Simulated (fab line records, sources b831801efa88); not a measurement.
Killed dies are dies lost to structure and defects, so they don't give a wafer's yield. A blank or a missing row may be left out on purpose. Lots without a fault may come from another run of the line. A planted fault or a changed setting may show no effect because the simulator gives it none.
A struck lot beside a sound one | flow sky130 | 21 steps out of a route of 708
Sound: wafers L932.1, L932.5, L932.6. Struck: wafers L942.3, L942.4, L942.5. The cause comes at the end.
At each step with rows: each side's tool, then ch and its chambers, then its first start. Under that, the readings that differ: sound wafers | struck wafers | difference of the means | sigmas: that difference in standard deviations of wafers without a fault.
alike: readings whose means differ by less than 2 such deviations, and words and numbers that are the same on both sides. not compared: withheld readings, readings that some wafer has no value for, bounds like >300 that may hide the same value, and numbers for which the record gives no deviation and whose values overlap.
The two part at a step that has a row with sigmas, a row that says differs or no value, or rows on one side only. Numbers that don't overlap but have no deviation are shown without sigmas and don't part them. A reading that every wafer of one side lacks parts them only if that side has two wafers or more.

SKY_SD_N_RS_MEAS_17: measures by four-point-probe.
  sound on film_metro-04, day 30 00:33; struck on film_metro-04, day 33 00:02
  alike: SD_P_RS
SKY_SD_N_RS_MEAS_18: measures by four-point-probe.
  sound on film_metro-04, day 30 00:40; struck on film_metro-04, day 33 00:09
  alike: RES_XHIGH_RS
then, 2 steps without rows for these wafers: SKY_SALICIDE_CLEAN_00 (cleans in HF-last, time 30 s); SKY_LI_CONTACT_HDPCVD_00 (deposits PSG, target thk 930 nm, time 155 s).
SKY_LI_CONTACT_THK_MEAS_01:
  sound on film_metro-03, day 30 00:56; struck on film_metro-04, day 33 00:22
  alike: LI_CONTACT_HDPCVD_THK
SKY_LI_CONTACT_CMP_02: polishes PSG.
  sound on cmp-02 ch 2,3, day 30 01:07; struck on cmp-02 ch 0,1,3, day 33 00:28
  alike: motor_current_A, time_to_endpoint_s
SKY_LI_CONTACT_BOW_MEAS_03:
  sound on film_metro-03, day 30 01:25; struck on film_metro-04, day 33 00:45
  alike: LI_CONTACT_BOW
then, 5 steps without rows for these wafers: SKY_LI_CONTACT_DEHYDRATE_04 (time 60 s); SKY_LI_CONTACT_HMDS_05 (prime time 60 s); SKY_LI_CONTACT_COAT_06 (resist thk 60 nm); SKY_LI_CONTACT_COAT_07 (resist thk 450 nm); SKY_LI_CONTACT_SOFTBAKE_08 (time 90 s).
SKY_LI_CONTACT_EXPOSE_09: exposes mask LICM1, target cd 170 nm.
  sound on krf_scanner-01 ch 0, day 30 16:07; struck on krf_scanner-02 ch 0, day 33 14:05
  reading | sound                   | struck                           | difference | sigmas
  mask    | LICM1#0 LICM1#0 LICM1#0 | LICM1_R1#0 LICM1_R1#0 LICM1_R1#0 | differs    |
then, 2 steps without rows for these wafers: SKY_LI_CONTACT_PEB_10; SKY_LI_CONTACT_DEVELOP_11 (develop time 60 s).
SKY_LI_CONTACT_CD_MEAS_12: target cd 170 nm.
  sound on cd_sem-02, day 31 05:52; struck on cd_sem-01, day 34 03:33
  reading    | sound             | struck            | difference | sigmas
  cd_nm (nm) | 168.7 168.9 169.9 | 149.4 147.9 148.8 | -20.5      | -14
SKY_LI_CONTACT_OVL_MEAS_13:
  sound on overlay-01, day 31 05:59; struck on overlay-02, day 34 03:39
  alike: LI_CONTACT_OVL
SKY_LI_CONTACT_ETCH_14: etches BARC in N2/H2, stops on SiO2, time 45.9 s, target depth 60 nm.
  sound on rie_diel-02 ch 0,1, day 31 06:01; struck on rie_diel-02 ch 0,1, day 34 03:40
  reading                     | sound             | struck          | difference | sigmas
  model.LI_CONTACT.cd_nm (nm) | 169.2 169.1 170.2 | 149.4 148 149.4 | -20.6      |
  alike: drypump_motor_current_A, oes_product_au, throttle_valve_pct
  not compared: rf_hours_counter_h
SKY_LI_CONTACT_ETCH_15: etches PSG in C4F8/O2/Ar, stops on Si, target depth 600 nm.
  sound on rie_diel-02 ch 0,1, day 31 06:05; struck on rie_diel-02 ch 0,1, day 34 03:43
  reading                     | sound         | struck            | difference | sigmas
  model.LI_CONTACT.cd_nm (nm) | 169.3 169 170 | 150.1 148.3 149.8 | -20.0      |
  alike: oes_product_au
SKY_LI_CONTACT_STRIP_16: strips in O2/N2.
  sound on plasma_asher-01 ch 0,1, day 31 06:13; struck on plasma_asher-01 ch 0,1, day 34 03:50
  alike: drypump_motor_current_A, oes_product_au, strip_time_to_endpoint_s
  not compared: rf_hours_counter_h
-- the record jumps here: 15 days lie between the struck wafers' starts before and after (it left off in module LI_CONTACT and takes up again in module PAD_OPEN, whose first step shown is number 708 of the route) --
SKY_PAD_OPEN_PROBE_99:
  sound on prober-01, day 47 10:42; struck on prober-01, day 49 11:51
  reading                                 | sound             | struck            | difference | sigmas
  killed_at_contacts                      | 26 18 14          | 35 47 44          | +23        | +4
  killed_on_rim                           | 18 20 14          | 29 22 38          | +12        | +3
  model.etest.licon_pdiff.rc_ohm          | 582 571.9 590     | 710.4 705 698.1   | +123.2     |
  model.etest.licon_high_po.rc_ohm        | 341.2 355.9 354.5 | 405.3 410.3 411.7 | +58.6      |
  model.etest.licon_ndiff.rc_ohm          | 176.6 177.7 180.6 | 220.2 223.2 213.7 | +40.7      |
  model.etest.sonos_uncharged.r_on_ohm_um | 832.9 822.7 819.5 | 834.3 851.7 849   | +20.0      |
  alike: killed_at_M0_to_M3, killed_at_M4_up, killed_at_front_end, killed_at_other, killed_dies, killed_open, killed_short
  not compared: model.etest.pfet_g5v0d10v5.r_on_ohm_um, model.etest.pfet_01v8.r_on_ohm_um, model.etest.nfet_g5v0d10v5.r_on_ohm_um, model.etest.nfet_01v8.r_on_ohm_um

WHERE THEY PART
First at SKY_LI_CONTACT_EXPOSE_09; last, within this record, at SKY_PAD_OPEN_PROBE_99.

WHY: what the simulator had put in
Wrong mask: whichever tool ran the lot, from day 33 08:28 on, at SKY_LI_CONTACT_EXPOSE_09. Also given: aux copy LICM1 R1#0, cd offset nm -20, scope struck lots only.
